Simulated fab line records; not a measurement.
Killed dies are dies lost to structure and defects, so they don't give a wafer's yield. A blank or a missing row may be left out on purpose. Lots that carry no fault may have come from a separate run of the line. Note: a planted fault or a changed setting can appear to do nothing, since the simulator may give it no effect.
Matching of chambers || flow sky130 || 4 sister chambers for SKY_LI_CONTACT_CMP_24 on cmp-02
The step polishes, stops on PSG, t overpolish 20 s, target thk 0 nm. 4 wafers are shown with their chamber, then 9 later ones without.

WAFERS WITH THEIR CHAMBER
{"wafer": "L089.2", "chamber": 3, "motor-current-A (A)": 10.2}
{"wafer": "L089.4", "chamber": 1, "motor-current-A (A)": 12.2}
{"wafer": "L092.2", "chamber": 0, "motor-current-A (A)": 11.4}
{"wafer": "L092.5", "chamber": 2, "motor-current-A (A)": 10.4}

WAFERS MISSING THEIR CHAMBER
{"wafer": "L091.1", "motor-current-A (A)": 11.0}
{"wafer": "L091.2", "motor-current-A (A)": 10.4}
{"wafer": "L091.4", "motor-current-A (A)": 11.4}
{"wafer": "L093.1", "motor-current-A (A)": 10.2}
{"wafer": "L093.2", "motor-current-A (A)": 10.9}
{"wafer": "L093.3", "motor-current-A (A)": 10.4}
{"wafer": "L097.1", "motor-current-A (A)": 12.0}
{"wafer": "L097.4", "motor-current-A (A)": 10.2}
{"wafer": "L097.5", "motor-current-A (A)": 10.8}

EACH ONE'S CHAMBER
{"wafer": "L091.1", "from the rows above": "can't be placed: 0 or 2 or 3", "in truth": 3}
{"wafer": "L091.2", "from the rows above": "can't be placed: 2 or 3", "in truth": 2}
{"wafer": "L091.4", "from the rows above": 0, "in truth": 0}
{"wafer": "L093.1", "from the rows above": "can't be placed: 3 or 2", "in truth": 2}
{"wafer": "L093.2", "from the rows above": "can't be placed: 0 or 2 or 3", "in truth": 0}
{"wafer": "L093.3", "from the rows above": "can't be placed: 2 or 3", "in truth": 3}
{"wafer": "L097.1", "from the rows above": "can't be placed: 1 or 0", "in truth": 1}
{"wafer": "L097.4", "from the rows above": "can't be placed: 3 or 2", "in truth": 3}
{"wafer": "L097.5", "from the rows above": "can't be placed: 2 or 0 or 3", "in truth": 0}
1 of 9 placed correctly. From these rows, 8 cannot be placed; in 8 the true chamber is one of the candidates. Placed wrongly: 0.
How it was worked out, from the rows above alone: a wafer's distance from a chamber is the root of the sum, over the readings, of the square of ((its reading less the chamber's mean) divided by the reading's scatter). If the next closest chamber is less than 2 further off than the closest, the wafer can't be placed; otherwise it belongs to the closest. The mean given for a chamber averages the wafers shown for that chamber. The scatter: with one shown wafer a chamber, the root of the mean of the squares of how far each hidden wafer lies from its nearest shown one.
